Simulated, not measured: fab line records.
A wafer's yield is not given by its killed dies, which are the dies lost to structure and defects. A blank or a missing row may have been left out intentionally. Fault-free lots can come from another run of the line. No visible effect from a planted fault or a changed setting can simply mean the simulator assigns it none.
Problem report in the 8D (eight disciplines) form, filled by code -- flow sky130 -- the parts of the form that need people (team, actions taken, sign-off) are left out

1. WHAT IS WRONG
Wafers without a fault read 180 s with a standard deviation of 3.8, while run length s at SKY_GATE_OXIDE_CLEAN_00 averages 69 s across 3 wafers of 1 lot. That puts it -29 standard deviations away from the usual mean.
The step: cleans in SC1/SC2, time 150 s.
First observed at day 19 19:21: wafer L981.2, on wet bench-01. The record has a number at this step for 39 wafers belonging to 13 lots. Rule for "out" (also "out of limits"): further than 4 standard deviations from the usual mean. The other wafers with a number count as sound.

2. WHAT IT IS; WHAT IT IS NOT
question,is,is not
which readings at this step,run length s,-
which lots,L981,"L960, L962, L963, L964, L965, L966, L969, L970, L972, L973, L974, L980"
which wafers of those lots,all that have a number,-
read on which tools,wet bench-01,"wet bench-02, wet bench-03"
when,from day 19 19:21,up to then (36 sound wafers)

3. WHAT RULES OUT EACH SUSPECT
Counting: a tool at a process step up to the reading stays a suspect if it ran every lot that is out and no sound lot after the first of them.
- plasma asher-01 at SKY_NWELL_STRIP_14 (strips in O2/N2): kept. It ran the lot that is out, L981 (day 9 16:37), and no sound lot after that; its last sound lot up to then is L980 (day 9 14:46).
- wet bench-01 at SKY_GATE_OXIDE_CLEAN_00 (cleans in SC1/SC2, time 150 s): kept. It ran the lot that is out, L981 (day 19 19:21), and no sound lot after that; its last sound lot up to then is L980 (day 19 16:00). Out on those wafers are its own readings of run length s.
Left after counting: plasma asher-01 at SKY_NWELL_STRIP_14, wet bench-01 at SKY_GATE_OXIDE_CLEAN_00.

4. THE CAUSE (what the simulator had put in)
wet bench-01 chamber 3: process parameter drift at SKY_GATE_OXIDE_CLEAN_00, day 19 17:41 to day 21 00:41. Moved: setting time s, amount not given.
After counting, 2 suspects remain, this tool included.

5. SEQUENCE OF EFFECTS, ordered by route
Rows list readings where the struck wafers' mean (over those with a number) sits beyond 3 standard deviations from the usual. Only readings whose record carries a usual standard deviation are examined. hours: median over the lots of the time between each lot's start at the first step of this table that gives one and its start at this step. sigmas: the change, counted in usual standard deviations.
hours,step,reading,usual,on struck wafers,change,sigmas
0,SKY_GATE_OXIDE_CLEAN_00,run length s,180 s,69,-111,-29
Its process steps:
- SKY_GATE_OXIDE_CLEAN_00: cleans in SC1/SC2, time 150 s.
Later steps that measure or inspect, where all struck wafers having a row at the step show a number for every such reading and not one has moved that far: SKY_POLY_GATE_CD_MEAS_13.

6. WHAT WOULD HAVE CAUGHT IT SOONER
First out-of-limits reading in this record: day 19 19:21, which is 2 hours after fault onset at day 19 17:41.
